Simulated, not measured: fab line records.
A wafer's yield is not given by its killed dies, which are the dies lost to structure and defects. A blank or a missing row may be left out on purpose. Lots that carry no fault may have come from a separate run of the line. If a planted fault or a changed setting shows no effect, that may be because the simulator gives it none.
Which of the tools did it? | flow gf180mcu | 13 lots, 39 wafers sampled, at 4 steps of a route of 602

== WHAT THE GAUGES SHOWED, per wafer ==
GF_CONTACT_BOW_MEAS_05. Usual: CONTACT_BOW 67 um, standard deviation 6.8.
lot  | measured     | on            | CONTACT_BOW (um) | flag
L482 | day 15 11:35 | film metro-02 | 65 59 61         |
L483 | day 16 00:16 | film metro-02 | 75 79 72         |
L485 | day 16 04:10 | film metro-02 | 60 57 54         |
L491 | day 18 10:47 | film metro-01 | 74 72 77         |
L492 | day 18 19:05 | film metro-04 | 57 73 68         |
L496 | day 20 13:47 | film metro-01 | 67 60 74         |
L497 | day 20 22:37 | film metro-01 | 67 54 59         |
L498 | day 21 02:41 | film metro-02 | 68 71 62         |
L499 | day 21 08:25 | film metro-04 | 64 60 68         |
L502 | day 22 10:52 | film metro-04 | 69 72 66         |
L503 | day 22 13:40 | film metro-04 | 74 81 70         |
L504 | day 23 06:56 | film metro-01 | 65 71 59         |
L505 | day 23 08:41 | film metro-02 | 57 67 63         |

GF_M1_OVL_MEAS_15. Usual: M1_OVL -4 nm, standard deviation 5.8.
lot  | measured     | on         | M1_OVL (nm) | flag
L482 | day 17 10:59 | overlay-01 | -4 -7 -9    |
L483 | day 17 22:53 | overlay-01 | -2 -2 -7    |
L485 | day 18 03:17 | overlay-01 | -7 -14 -8   |
L491 | day 20 13:26 | overlay-01 | -3 0 -4     |
L492 | day 20 21:59 | overlay-02 | -5 2 9      |
L496 | day 22 14:53 | overlay-02 | -6 0 -2     |
L497 | day 22 23:59 | overlay-01 | -13 -6 -8   |
L502 | day 24 10:35 | overlay-02 | -10 -12 -7  |
L503 | day 24 12:23 | overlay-01 | 4 -2 1      |
L504 | day 25 05:17 | overlay-02 | -3 -4 -7    |
L505 | day 25 06:20 | overlay-02 | -3 -5 -7    |

== WHAT TOOL EACH LOT RAN ON (gives the tool, then ch and the chambers of the sampled wafers, and finally the start) ==
lot  | GF_SAB_STRIP_13                      | GF_CONTACT_SPUTTER_22
L482 | plasma asher-04 ch 0,1, day 15 10:20 | pvd sputter-04, day 16 11:14
L483 | plasma asher-04 ch 0,1, day 15 22:55 | pvd sputter-04, day 16 23:32
L485 | plasma asher-04 ch 0,1, day 16 02:53 | pvd sputter-01, day 17 03:10
L491 | plasma asher-04 ch 0,1, day 18 09:32 | pvd sputter-03, day 19 12:32
L492 | plasma asher-02 ch 0,1, day 18 17:40 | pvd sputter-04, day 19 20:35
L496 | plasma asher-02 ch 0,1, day 20 12:31 | pvd sputter-03, day 21 14:37
L497 | plasma asher-04 ch 1, day 20 21:19   | pvd sputter-04, day 21 23:40
L498 | plasma asher-02 ch 0,1, day 21 01:25 | pvd sputter-03, day 22 03:02
L499 | plasma asher-04 ch 0,1, day 21 07:01 | pvd sputter-01, day 22 08:47
L502 | plasma asher-04 ch 0,1, day 22 09:37 | pvd sputter-03, day 23 10:47
L503 | plasma asher-04 ch 1, day 22 12:25   | pvd sputter-01, day 23 12:58
L504 | plasma asher-02 ch 0,1, day 23 05:40 | pvd sputter-04, day 24 06:02
L505 | plasma asher-04 ch 0,1, day 23 07:25 | pvd sputter-04, day 24 07:35
- GF_SAB_STRIP_13: strips in O2/N2.
- GF_CONTACT_SPUTTER_22: material Ti, target thk 15 nm, time 80.02 s.

== WHAT THE TOOLS THEMSELVES READ (means of the sampled wafers that have a number; where no wafer has one, the mark that the record gives instead) ==
GF_SAB_STRIP_13. Usual: drypump motor current A 5.9 A, standard deviation 0.78; heater power w 326 W, standard deviation 17; oes product au 0.710 a.u., standard deviation 0.0041; strip time to endpoint s 12.63 s, standard deviation 0.035.
lot  | tool            | drypump motor current A (A) | heater power w (W) | oes product au (a.u.) | strip time to endpoint s (s) | flag
L482 | plasma asher-04 | 6.1                         | 333                | 0.711                 | 12.63                        |
L483 | plasma asher-04 | 5.5                         | 333                | 0.708                 | 12.65                        |
L485 | plasma asher-04 | 6.1                         | 338                | 0.705                 | 12.57                        |
L491 | plasma asher-04 | 6.1                         | 334                | 0.710                 | 12.59                        |
L492 | plasma asher-02 | 6.2                         | 314                | 0.706                 | 12.63                        |
L496 | plasma asher-02 | 5.9                         | 314                | 0.708                 | 12.68                        |
L497 | plasma asher-04 | 6.7                         | 331                | 0.709                 | 12.63                        |
L498 | plasma asher-02 | 5.9                         | 319                | 0.711                 | 12.61                        |
L499 | plasma asher-04 | 6.1                         | 324                | 0.707                 | 12.62                        |
L502 | plasma asher-04 | 6.1                         | 324                | 0.711                 | 12.64                        |
L503 | plasma asher-04 | 6.7                         | 327                | 0.709                 | 12.59                        |
L504 | plasma asher-02 | 6.2                         | 312                | 0.712                 | 12.66                        |
L505 | plasma asher-04 | 5.5                         | 325                | 0.708                 | 12.66                        |

GF_CONTACT_SPUTTER_22. Usual: cathode dc power W 2500.0 W, standard deviation 0.44; chamber pressure pa 5.000 Pa, standard deviation 0.009; substrate temp c 200.00 C, standard deviation 0.16; throttle valve pct 29.9 %, standard deviation 1.2.
lot  | tool           | cathode dc power W (W) | chamber pressure pa (Pa) | substrate temp c (C) | throttle valve pct (%) | flag
L482 | pvd sputter-04 | 2499.6                 | 5.004                    | 199.89               | 28.8                   |
L483 | pvd sputter-04 | 2500.2                 | 4.998                    | 199.85               | 29.9                   |
L485 | pvd sputter-01 | 2499.7                 | 5.017                    | 200.10               | 29.5                   |
L491 | pvd sputter-03 | 2500.2                 | 5.006                    | 200.16               | 29.4                   |
L492 | pvd sputter-04 | 2500.1                 | 4.999                    | 199.84               | 30.6                   |
L496 | pvd sputter-03 | 2500.0                 | 4.999                    | 199.92               | 30.1                   |
L497 | pvd sputter-04 | 2500.0                 | 5.005                    | 199.96               | 30.2                   |
L498 | pvd sputter-03 | -                      | -                        | -                    | -                      | OFF
L499 | pvd sputter-01 | -                      | -                        | -                    | -                      | OFF
L502 | pvd sputter-03 | 2500.3                 | 4.990                    | 200.17               | 30.7                   |
L503 | pvd sputter-01 | 2500.4                 | 4.999                    | 200.09               | 29.1                   |
L504 | pvd sputter-04 | 2500.4                 | 4.997                    | 199.90               | 29.9                   |
L505 | pvd sputter-04 | 2499.5                 | 5.003                    | 200.02               | 30.7                   |

== THE ANSWER, worked out from the rows above alone ==
Rule: a lot is off if the mean of its wafers that have a number lies more than 3 standard deviations from the usual mean. Also off: a lot with no number at a reading for which 4 or more lots have one. Any other lot the step has rows for is counted as sound. The gauges are gone through in route order, then the tools' own readings, and for those a lot's mean is taken as printed above. The first step at which some lot is off is used, and at that step the reading that is off furthest; a lot without a number counts as furthest.
Off at GF_CONTACT_SPUTTER_22 (cathode dc power W): L498, L499. Without a number there: L498, L499.
If a tool, at that step or one of the process steps before it, ran each lot that is off and ran no sound lot following the first of them, it fits. Of those tried, none fits.

== WHAT HAD BEEN PUT IN BY THE SIMULATOR ==
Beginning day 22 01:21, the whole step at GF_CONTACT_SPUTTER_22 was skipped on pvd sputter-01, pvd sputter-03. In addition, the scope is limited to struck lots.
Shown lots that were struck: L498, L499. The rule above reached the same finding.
